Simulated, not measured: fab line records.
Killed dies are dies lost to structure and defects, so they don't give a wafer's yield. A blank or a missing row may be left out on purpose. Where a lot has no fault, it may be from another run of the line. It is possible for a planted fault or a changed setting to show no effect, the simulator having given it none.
Which of the tools did it? + flow sfq_line + 39 wafers from 13 lots sampled at 4 of the route's 325 steps

WHAT THE GAUGES READ, wafer by wafer
SFQ_M5_OVL_MEAS_932. Usual: for M5_OVL the level is 0 nm and the standard deviation is 4.3.
| lot  | measured     | on         | M5_OVL (nm) | flag |
|------|--------------|------------|-------------|------|
| L466 | day 55 21:43 | overlay-02 | 7 1 2       |      |
| L468 | day 57 01:26 | overlay-01 | -2 -3 1     |      |
| L469 | day 57 03:50 | overlay-01 | 8 3 2       |      |
| L471 | day 63 02:33 | overlay-02 | -7 -1 2     |      |
| L473 | day 63 15:46 | overlay-01 | -3 1 3      |      |
| L474 | day 64 00:09 | overlay-01 | 8 9 9       |      |
| L475 | day 64 06:09 | overlay-01 | 4 0 6       |      |
| L476 | day 65 18:06 | overlay-02 | -4 -1 -3    |      |
| L482 | day 70 21:18 | overlay-01 | 1 0 -1      |      |
| L484 | day 71 06:54 | overlay-01 | 2 -4 0      |      |
| L485 | day 71 12:55 | overlay-02 | 3 -3 1      |      |
| L487 | day 71 20:06 | overlay-02 | 6 -3 0      |      |
| L488 | day 71 21:18 | overlay-02 | 6 5 7       |      |

WHICH TOOL RAN EACH LOT (tool, then ch and the chambers of the sampled wafers, then the start)
| lot  | SFQ_TRILAYER_M4_STRIP_STRIP_097   | SFQ_TRILAYER_I4_VIA_ETCH_VIA_ETCH_106 | SFQ_TRILAYER_JJ_TRILAYER_DEP_SPUTTER_109 |
|------|-----------------------------------|---------------------------------------|------------------------------------------|
| L466 | rie_metal-01 ch 0, day 49 10:21   | rie_diel-01 ch 0,3, day 49 17:50      | pvd_sputter-03, day 49 19:22             |
| L468 | rie_metal-02 ch 1, day 50 03:20   | rie_diel-03 ch 0,2,3, day 50 11:26    | pvd_sputter-06, day 50 12:21             |
| L469 | rie_metal-01 ch 0, day 50 09:09   | rie_diel-03 ch 0,3, day 50 16:46      | pvd_sputter-05, day 50 17:41             |
| L471 | rie_metal-02 ch 0,1, day 51 07:28 | rie_diel-01 ch 0,2,3, day 57 07:08    | pvd_sputter-03, day 57 08:02             |
| L473 | rie_metal-01 ch 0,1, day 51 15:59 | rie_diel-02 ch 0,2,3, day 57 17:41    | pvd_sputter-03, day 57 18:36             |
| L474 | rie_metal-02 ch 0,1, day 52 03:59 | rie_diel-03 ch 1,2,3, day 58 04:29    | pvd_sputter-06, day 58 05:24             |
| L475 | rie_metal-01 ch 0,1, day 52 12:23 | rie_diel-02 ch 1,2, day 58 13:01      | pvd_sputter-06, day 58 13:56             |
| L476 | rie_metal-04 ch 0,1, day 53 11:11 | rie_diel-02 ch 0,3, day 59 10:37      | pvd_sputter-03, day 59 11:32             |
| L482 | rie_metal-01 ch 0,1, day 55 05:19 | rie_diel-01 ch 1,3, day 60 22:37      | pvd_sputter-05, day 60 23:32             |
| L484 | rie_metal-02 ch 0, day 55 10:14   | rie_diel-03 ch 0,1,2, day 61 04:37    | pvd_sputter-06, day 61 05:32             |
| L485 | rie_metal-04 ch 0,1, day 55 15:50 | rie_diel-01 ch 2,3, day 61 08:13      | pvd_sputter-05, day 61 09:08             |
| L487 | rie_metal-01 ch 0, day 56 02:17   | rie_diel-03 ch 1,2, day 61 15:25      | pvd_sputter-06, day 61 16:20             |
| L488 | rie_metal-01 ch 0, day 56 07:17   | rie_diel-01 ch 0,3, day 61 19:01      | pvd_sputter-05, day 61 19:56             |
- SFQ_TRILAYER_M4_STRIP_STRIP_097: strips in O2.
- SFQ_TRILAYER_I4_VIA_ETCH_VIA_ETCH_106: etches SiO2 in CHF3, stops on Nb, target depth 260 nm.
- SFQ_TRILAYER_JJ_TRILAYER_DEP_SPUTTER_109: material Nb, target thk 150 nm, time 100 s.

AS READ BY THE TOOLS THEMSELVES (means over the sampled wafers that have a number; for cases with no such wafer, the mark the record gives instead)
SFQ_TRILAYER_M4_STRIP_STRIP_097. Usual: chamber_pressure_mTorr 49.99 mTorr, standard deviation 0.049; drypump_motor_current_A 5.4 A, standard deviation 0.46; he_backside_leak_sccm 3.53 sccm, standard deviation 0.28; oes_product_au 0.996 a.u., standard deviation 0.0083.
| lot  | tool         | chamber_pressure_mTorr (mTorr) | drypump_motor_current_A (A) | he_backside_leak_sccm (sccm) | oes_product_au (a.u.) | flag |
|------|--------------|--------------------------------|-----------------------------|------------------------------|-----------------------|------|
| L466 | rie_metal-01 | 50.08                          | 6.0                         | 3.61                         | 0.998                 |      |
| L468 | rie_metal-02 | 50.02                          | 4.8                         | 3.27                         | 0.995                 |      |
| L469 | rie_metal-01 | 50.04                          | 6.0                         | 3.58                         | 0.992                 |      |
| L471 | rie_metal-02 | 50.04                          | 5.4                         | 3.37                         | 0.990                 |      |
| L473 | rie_metal-01 | 50.00                          | 5.9                         | 3.60                         | 0.998                 |      |
| L474 | rie_metal-02 | 50.03                          | 5.1                         | 3.41                         | 0.995                 |      |
| L475 | rie_metal-01 | 50.02                          | 5.9                         | 3.84                         | 0.996                 |      |
| L476 | rie_metal-04 | 49.93                          | 5.1                         | 3.62                         | 0.999                 |      |
| L482 | rie_metal-01 | 50.02                          | 5.9                         | 3.74                         | 0.993                 |      |
| L484 | rie_metal-02 | 49.98                          | 5.7                         | 3.19                         | 1.009                 |      |
| L485 | rie_metal-04 | 49.99                          | 5.1                         | 3.46                         | 0.997                 |      |
| L487 | rie_metal-01 | 50.00                          | 6.0                         | 3.49                         | 0.991                 |      |
| L488 | rie_metal-01 | 50.00                          | 6.0                         | 3.73                         | 0.988                 |      |

SFQ_TRILAYER_I4_VIA_ETCH_VIA_ETCH_106. Usual: chamber_pressure_mTorr 29.999 mTorr, standard deviation 0.028; drypump_motor_current_A 5.9 A, standard deviation 0.41; oes_product_au 0.854 a.u., standard deviation 0.0057.
| lot  | tool        | chamber_pressure_mTorr (mTorr) | drypump_motor_current_A (A) | oes_product_au (a.u.) | flag |
|------|-------------|--------------------------------|-----------------------------|-----------------------|------|
| L466 | rie_diel-01 | 29.984                         | 6.2                         | 0.850                 |      |
| L468 | rie_diel-03 | 29.991                         | 5.8                         | 0.860                 |      |
| L469 | rie_diel-03 | 30.026                         | 6.2                         | 0.862                 |      |
| L471 | rie_diel-01 | 29.967                         | 6.1                         | 0.858                 |      |
| L473 | rie_diel-02 | 30.006                         | 5.8                         | 0.854                 |      |
| L474 | rie_diel-03 | 30.006                         | 5.8                         | 0.858                 |      |
| L475 | rie_diel-02 | 30.016                         | 6.0                         | 0.855                 |      |
| L476 | rie_diel-02 | 30.010                         | 5.7                         | 0.860                 |      |
| L482 | rie_diel-01 | 30.018                         | 6.1                         | 0.855                 |      |
| L484 | rie_diel-03 | 30.020                         | 5.9                         | 0.853                 |      |
| L485 | rie_diel-01 | 30.007                         | 6.0                         | 0.857                 |      |
| L487 | rie_diel-03 | 30.018                         | 5.8                         | 0.847                 |      |
| L488 | rie_diel-01 | 30.011                         | 6.2                         | 0.858                 |      |

SFQ_TRILAYER_JJ_TRILAYER_DEP_SPUTTER_109. Usual: throttle_valve_pct reads 30.0 % (standard deviation 1.2).
| lot  | tool           | throttle_valve_pct (%) | flag |
|------|----------------|------------------------|------|
| L466 | pvd_sputter-03 | 28.9                   |      |
| L468 | pvd_sputter-06 | 30.1                   |      |
| L469 | pvd_sputter-05 | 31.2                   |      |
| L471 | pvd_sputter-03 | 28.8                   |      |
| L473 | pvd_sputter-03 | 29.1                   |      |
| L474 | pvd_sputter-06 | 30.2                   |      |
| L475 | pvd_sputter-06 | 29.4                   |      |
| L476 | pvd_sputter-03 | 29.0                   |      |
| L482 | pvd_sputter-05 | 30.8                   |      |
| L484 | pvd_sputter-06 | 31.0                   |      |
| L485 | pvd_sputter-05 | 30.9                   |      |
| L487 | pvd_sputter-06 | 29.5                   |      |
| L488 | pvd_sputter-05 | 31.1                   |      |

THE ANSWER, worked out from the rows above alone
Rule: lot off if the mean of its wafers having a number is beyond 3 standard deviations from the usual mean. A lot without any number at a reading at which 4 lots or more have one is off too. The other lots that the step has rows for count as sound. First the gauges in route order, then the tools' own readings, where a lot's mean is used as printed above. The first step at which some lot is off is used, and at that step the reading that is off furthest; a lot without a number counts as furthest.
No lot is off at any reading shown: from this, nothing can be told.

WHAT THE SIMULATOR HAD PUT IN
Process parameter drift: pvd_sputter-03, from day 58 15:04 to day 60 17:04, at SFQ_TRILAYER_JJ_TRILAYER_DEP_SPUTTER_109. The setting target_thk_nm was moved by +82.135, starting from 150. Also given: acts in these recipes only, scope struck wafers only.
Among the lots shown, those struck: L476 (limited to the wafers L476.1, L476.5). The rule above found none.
